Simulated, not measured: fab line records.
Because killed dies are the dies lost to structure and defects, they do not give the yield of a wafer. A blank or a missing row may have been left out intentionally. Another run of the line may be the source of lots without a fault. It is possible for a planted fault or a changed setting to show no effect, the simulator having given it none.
One fault through the eyes of 2 desks    flow sky130    each desk has only its own numbers; what lay behind them comes last

FOR THE TOOL OWNER'S DESK: pecvd-02
The tool's own readings at SKY_PASSIVATION_CVD_00 (deposits SiO2, target thk 90 nm): means of the sampled wafers that have a number, for each lot that ran on this tool. Marked OUT: a lot whose mean sits more than 4 standard deviations from the usual mean, which makes it out of limits; the brackets give that distance.
Columns: A = heater_power_outer_w at SKY_PASSIVATION_CVD_00, usual 389 W; B = heater_power_w at SKY_PASSIVATION_CVD_00, usual 649 W
lot   first seen here  A    B
L774  day 43 23:38     368  600
L773  day 44 02:17     395  600
L775  day 44 08:56     417  665
L778  day 45 07:19     400  685
L781  day 46 05:26     359  599
L784  day 46 16:19     356  652
This desk found nothing out of limits on any of the 6 lots.

FROM THE METROLOGY DESK
What the gauges read for every lot (on any tool): the sampled wafers with a number, averaged. Marked OUT: a lot whose mean sits more than 4 standard deviations from the usual mean, which makes it out of limits; the brackets give that distance.
Columns: A = LI_CONTACT_W_THK at SKY_LI_CONTACT_THK_MEAS_23, usual 401 nm; B = VIA1_W_THK at SKY_VIA1_THK_MEAS_23, usual 270 nm; C = PASSIVATION_CVD_00_THK at SKY_PASSIVATION_THK_MEAS_01, usual 90.3 nm
lot   first seen here  A    B    C
L774  day 29 08:52     398  268  91.3
L773  day 29 09:52     405  267  90.7
L775  day 29 16:39     396  269  92.3
L778  day 30 23:07     396  269  90.7
L777  day 31 01:04     400  273  90.8
L779  day 31 02:07     394  270  90.5
L781  day 32 03:28     390  278  89.7
L782  day 32 12:47     403  266  90.8
L784  day 32 18:26     408  265  84.9 (-4.5) OUT
L785  day 32 22:38     399  267  90.9
L794  day 35 22:39     403  274  89.5
Finding of this desk: L784 out of limits, first seen on L784 at day 46 16:21 (PASSIVATION_CVD_00_THK at SKY_PASSIVATION_THK_MEAS_01). L774, L773, L775, L778, L777, L779, L781, L782, L785, L794 stayed within limits.

PUT TOGETHER
On L784, the metrology desk was in a position to raise an alarm at day 46 16:21.
Nothing out of limits was seen by the tool owner's desk.
On record at the tool owner's desk: L784, within its limits.
All the named lots went through SKY_PASSIVATION_CVD_00 on pecvd-02.

WHAT WAS PUT IN BY THE SIMULATOR
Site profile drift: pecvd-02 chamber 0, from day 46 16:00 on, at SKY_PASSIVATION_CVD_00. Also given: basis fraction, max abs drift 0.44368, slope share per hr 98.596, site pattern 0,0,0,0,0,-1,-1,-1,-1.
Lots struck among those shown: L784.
Per desk, hours elapsed from the start of the fault to the first reading out of limits: for the metrology desk, 0.
